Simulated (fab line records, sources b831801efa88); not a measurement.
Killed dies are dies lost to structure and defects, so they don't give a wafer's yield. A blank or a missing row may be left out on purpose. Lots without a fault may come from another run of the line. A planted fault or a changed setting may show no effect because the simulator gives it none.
fab line records | flow sky130
record lots=6 wafers=18 last_day=50
route steps=708 shown METAL5@680 PASSIVATION@681 PAD_OPEN@694
lots that met no fault: from a run of the same line without faults
start_h: hours from the record's first day to the start of the lot's first wafer shown | wait_h: hours since the lot's step before | " the same as in the row above | L1.1+2: a row that stands for several wafers | - no value, or no start given | * or withheld: withheld | < > ~ a bound
route shown NAME@n: a module of which the file shows steps, and the number in the route of the first | usual: mean/standard deviation of fault-free wafers | same: alike in all rows | chamber/n: place in a boat | sites: the reading at each site | _std_site: their standard deviation | _edge_site: outer sites' mean less inner sites' | radius_mm: how far each site lies from the wafer's centre | mask NAME#n: copy n | behind: the tool/chamber that last shaped the wafer | hold: why the lot was held/for how many hours/how that ended | device: the transistor (n, p or np) that didn't switch | end of line: the same wafers' tests at the end of the route | a step without rows: its recipe alone | killed: dies lost to structure and defects at the first sort, not the wafer's yield | map: a wafer's dies, x killed, . not, _ none there
set.NAME: the setting as run; set.NAME@STEP: as run at that earlier step | model.NAME: the simulator's own value behind a step, which no gauge read
lots at some steps of the route; a table a step, a row a wafer
services: from which hour (start_h, from the record's first day; less than 0 if before it) a tool's chamber was out of use, for how many hours, and why
## steps
# step SKY_METAL5_CLEAN_19
# recipe chemistry=O3/DIW dry=n2_spin
# step SKY_PASSIVATION_CVD_00
# recipe material=SiO2 target_thk_nm=90 temp_c=400 time_s=withheld rf_w=600
# usual heater_power_w=650/95 rf_fwd_power_W=587.4/2.7
# columns lot.wafer tool chamber start_h wait_h heater_power_w rf_fwd_power_W
L668.1 pecvd-01 1 1032.77 0.0 559 586.5
L668.3 " 2 " " 556 588.4
L668.5 " 2 " " 569 586.6
L673.2 pecvd-02 1 1073.28 0.0 650 584.5
L673.4 " 2 " " 865 588.4
L673.6 " 0 " " 660 588.7
L680.3 pecvd-01 2 1105.26 0.0 599 586.0
L680.4 " 2 " " 641 587.4
L680.6 " 0 " " 549 586.3
L685.3 pecvd-04 0 1145.53 0.0 670 585.1
L685.5 " 0 " " 665 583.7
L685.6 " 1 " " 593 593.0
L687.2 pecvd-02 0 1147.84 0.0 629 588.6
L687.3 " 2 " " 844 586.2
L687.4 " 2 " " 853 587.9
L689.1 pecvd-01 2 1157.26 0.0 620 588.3
L689.4 " 1 " " 619 588.0
L689.5 " 2 " " 613 590.7
# step SKY_PASSIVATION_THK_MEAS_01
# recipe reads=SiO2_of_PASSIVATION_CVD_00
# usual PASSIVATION_CVD_00_THK=89.6/1.3
# columns lot.wafer tool chamber start_h wait_h PASSIVATION_CVD_00_THK[nm]
L668.1 film_metro-03 - 1032.79 - 88.6
L668.3 " - " " 87.8
L668.5 " - " " 88.6
L673.2 film_metro-04 - 1073.31 - 88.3
L673.4 " - " " 89.6
L673.6 " - " " 91.1
L680.3 film_metro-04 - 1105.30 - 90.1
L680.4 " - " " 92.0
L680.6 " - " " 91.1
L685.3 film_metro-04 - 1145.57 - 88.7
L685.5 " - " " 90.4
L685.6 " - " " 90.0
L687.2 film_metro-02 - 1147.87 - 89.1
L687.3 " - " " 89.3
L687.4 " - " " 91.3
L689.1 film_metro-03 - 1157.28 - 87.6
L689.4 " - " " 88.9
L689.5 " - " " 90.2
# step SKY_PASSIVATION_CVD_02
# recipe material=Si3N4 target_thk_nm=540 temp_c=400 time_s=withheld rf_w=450
# usual heater_power_w=711/87 rf_fwd_power_W=449.1/1.4
# columns lot.wafer tool chamber start_h wait_h heater_power_w rf_fwd_power_W
L668.1 pecvd-02 1 1032.85 0.1 594 448.4
L668.3 " 2 " " 903 446.9
L668.5 " 2 " " 943 446.8
L673.2 pecvd-01 1 1073.36 0.0 619 446.8
L673.4 " 2 " " 701 448.1
L673.6 " 1 " " 641 444.8
L680.3 pecvd-04 0 1105.34 0.0 733 447.9
L680.4 " 2 " " 637 449.5
L680.6 " 0 " " 774 447.3
L685.3 pecvd-01 2 1145.61 0.0 664 449.2
L685.5 " 1 " " 675 450.3
L685.6 " 0 " " 578 450.3
L687.2 pecvd-04 0 1147.92 0.0 774 448.6
L687.3 " 1 " " 685 449.2
L687.4 " 0 " " 805 449.6
L689.1 pecvd-04 0 1157.34 0.1 813 449.7
L689.4 " 0 " " 644 449.0
L689.5 " 1 " " 752 448.8
# step SKY_PASSIVATION_THK_MEAS_03
# recipe reads=Si3N4_of_PASSIVATION_CVD_02
# usual PASSIVATION_CVD_02_THK=540/7.2
# columns lot.wafer tool chamber start_h wait_h PASSIVATION_CVD_02_THK[nm]
L668.1 film_metro-02 - 1033.08 - 539
L668.3 " - " " 536
L668.5 " - " " 541
L673.2 film_metro-03 - 1073.59 - 537
L673.4 " - " " 533
L673.6 " - " " 543
L680.3 film_metro-04 - 1105.58 - 532
L680.4 " - " " 547
L680.6 " - " " 540
L685.3 film_metro-03 - 1145.86 - 538
L685.5 " - " " 545
L685.6 " - " " 545
L687.2 film_metro-02 - 1148.16 - 533
L687.3 " - " " 542
L687.4 " - " " 542
L689.1 film_metro-03 - 1157.68 - 532
L689.4 " - " " 536
L689.5 " - " " 539
# step SKY_PASSIVATION_DEHYDRATE_04
# recipe temp_c=200 time_s=60
# step SKY_PASSIVATION_HMDS_05
# recipe prime_time_s=60 prime_temp_c=120
# step SKY_PASSIVATION_COAT_06
# recipe spin_rpm=2000 resist_thk_nm=3000
# step SKY_PASSIVATION_SOFTBAKE_07
# recipe temp_c=110 time_s=withheld
# step SKY_PASSIVATION_EXPOSE_08
# recipe mask_id=NSM target_cd_nm=3000 na=0.57 dose_mj=260
# step SKY_PASSIVATION_PEB_09
# recipe temp_c=115 time_s=withheld
# step SKY_PASSIVATION_DEVELOP_10
# recipe develop_time_s=60 dev_temp_c=23
# step SKY_PASSIVATION_ETCH_11
# recipe chemistry=CF4/O2 target_depth_nm=725 stop_on=AlCu source_w=800 bias_w=150 pressure_mtorr=150 cf4_flow_sccm=80 O2_flow_sccm=10 time_s=161.1
# usual drypump_motor_current_A=5.7/0.49 oes_product_au=0.976/0.0071 rf_fwd_power_W=797.0/2.4 throttle_valve_pct=5.964/0.0092
# same time_s=161.1
# columns lot.wafer tool chamber start_h wait_h drypump_motor_current_A oes_product_au rf_fwd_power_W rf_hours_counter_h throttle_valve_pct model.PASSIVATION.feature_depth_nm model.etch.depth_nm model.coat_of_PASSIVATION_COAT_06.thk_nm
L668.1 rie_diel-03 0 1055.00 - 6.3 0.974 799.9 11 5.960 702.6 702.6 2536
L668.3 " 3 " " 6.6 0.973 799.5 26 5.958 698.9 698.9 2527
L668.5 " 0 " " 6.3 0.976 799.1 - 5.949 704.1 704.1 2528
L673.2 rie_diel-02 1 1094.47 - 5.9 0.965 794.5 11 5.958 699.3 699.3 2508
L673.4 " 0 " " 5.9 0.971 792.4 8 5.957 696.7 696.7 2518
L673.6 " 3 " " 5.6 0.979 798.0 - 5.953 707.4 707.4 2515
L680.3 rie_diel-03 2 1125.68 - 5.7 0.964 795.8 - 5.961 695.2 695.2 2543
L680.4 " 0 " " 6.3 0.745 798.4 - 5.901 435.2 435.2 2712
L680.6 " 0 " " 6.3 0.757 797.8 - 5.898 436.9 436.9 2714
L685.3 rie_diel-03 1 1163.13 - 4.9 0.980 793.9 18 5.984 702.5 702.5 2505
L685.5 " 1 " " 4.9 0.986 793.8 - 5.965 710.9 710.9 2507
L685.6 " 2 " " 5.7 0.750 795.7 - 5.888 431.2 431.2 2696
L687.2 rie_diel-02 1 1165.35 - 6.0 0.978 798.0 13 5.963 696.6 696.6 2510
L687.3 " 0 " " 5.9 0.981 798.7 11 5.952 705.9 705.9 2515
L687.4 " 0 " " 6.0 0.979 796.8 - 5.973 707.9 707.9 2514
L689.1 rie_diel-02 0 1174.43 - 6.0 0.974 795.8 11 5.975 693.1 693.1 2523
L689.4 " 3 " " 5.6 0.978 794.3 14 5.959 700.8 700.8 2531
L689.5 " 3 " " 5.6 0.974 795.8 - 5.974 705.3 705.3 2531
# step SKY_PASSIVATION_STRIP_12
# recipe chemistry=O2/N2 power_w=1400 pressure_mtorr=1500 platen_temp_c=withheld overash_fraction=0.7 o2_flow_sccm=3000 n2_flow_sccm=300
# usual drypump_motor_current_A=5.61/0.26 oes_product_au=0.661/0.0043 strip_time_to_endpoint_s=31.53/0.13
# columns lot.wafer tool chamber start_h wait_h drypump_motor_current_A oes_product_au rf_hours_counter_h strip_time_to_endpoint_s
L668.1 plasma_asher-03 0 1055.10 0.1 5.21 0.656 60 31.77
L668.3 " 0 " " 5.23 0.664 - 31.64
L668.5 " 0 " " 5.23 0.661 - 31.66
L673.2 plasma_asher-01 1 1094.57 0.1 5.43 0.664 35 31.42
L673.4 " 0 " " 5.52 0.663 - 31.53
L673.6 " 0 " " 5.51 0.663 - 31.51
L680.3 plasma_asher-04 0 1125.82 0.1 6.07 0.663 - 31.84
L680.4 " 1 " " 5.67 0.662 - 33.77
L680.6 " 1 " " 5.70 0.661 - 33.80
L685.3 plasma_asher-01 0 1163.27 0.1 5.52 0.670 - 31.38
L685.5 " 0 " " 5.56 0.663 - 31.41
L685.6 " 1 " " 5.42 0.662 - 33.58
L687.2 plasma_asher-01 0 1165.45 0.1 5.55 0.654 42 31.42
L687.3 " 0 " " 5.52 0.663 - 31.51
L687.4 " 1 " " 5.40 0.666 - 31.50
L689.1 plasma_asher-01 1 1174.54 0.1 5.43 0.664 43 31.60
L689.4 " 0 " " 5.54 0.670 - 31.70
L689.5 " 1 " " 5.39 0.659 - 31.70
# step SKY_PAD_OPEN_DEHYDRATE_00
# recipe temp_c=200 time_s=60
## services
# columns tool chamber start_h hours kind
pecvd-02 2 1020.96 2.1 scheduled_down
rie_diel-03 1 1023.22 2.4 repair
plasma_asher-03 - 1041.45 12.4 repair
rie_diel-02 2 1063.00 4.6 repair
pecvd-04 2 1063.73 2.1 scheduled_down
pecvd-04 2 1066.80 19.8 repair
pecvd-04 0 1074.19 2.1 scheduled_down
pecvd-01 - 1079.48 2.8 pm
pecvd-04 2 1092.34 5.5 scheduled_down
rie_diel-02 - 1107.83 0.1 repair
rie_diel-02 3 1115.80 4.7 repair
rie_diel-03 1 1123.08 5.1 repair
pecvd-02 - 1125.96 0.7 repair
rie_diel-02 0 1132.57 1.4 repair
rie_diel-02 2 1134.77 1.5 repair
plasma_asher-03 - 1136.12 1.7 repair
pecvd-02 2 1136.62 5.5 scheduled_down
rie_diel-03 2 1139.88 8.3 repair
rie_diel-03 0 1143.21 6.8 repair
rie_diel-03 1 1145.96 7.0 repair
rie_diel-02 3 1156.28 15.7 repair
pecvd-02 - 1157.73 2.8 pm
pecvd-01 1 1158.89 5.5 scheduled_down
pecvd-02 0 1171.52 5.8 repair
## key
first_sign step=SKY_PASSIVATION_ETCH_11 reading=oes_product_au direction=down sigmas=32 usual=0.976 struck=0.750
effect step=SKY_PASSIVATION_ETCH_11 reading=throttle_valve_pct direction=down sigmas=7.4 usual=5.964 struck=5.895
effect step=SKY_PASSIVATION_STRIP_12 reading=strip_time_to_endpoint_s direction=up sigmas=17 usual=* struck=*
model_effect step=SKY_PASSIVATION_ETCH_11 value=PASSIVATION.feature_depth_nm without=704.1 struck=434.4
met_at SKY_PASSIVATION_ETCH_11
struck_wafers L680.4,L680.6,L685.6
later_rows_left_out L680.4,L680.6,L685.6
sort_left_out L680.4,L680.6,L685.6
onset_between 1055.00 1125.68
fault kind=process_parameter_drift tool=rie_diel-03 chamber=- onset_h=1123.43 steps=SKY_PASSIVATION_ETCH_11 channel=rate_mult offset=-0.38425 shape=step end_h=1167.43 scope=struck_wafers_only
# sort_left_out: the simulated sort isn't trusted on such a fault, so these wafers' sort isn't shown, and their yield isn't known
# later_rows_left_out: the simulator's readings of these wafers behind a module that went badly wrong aren't trusted and aren't shown, but for the sort
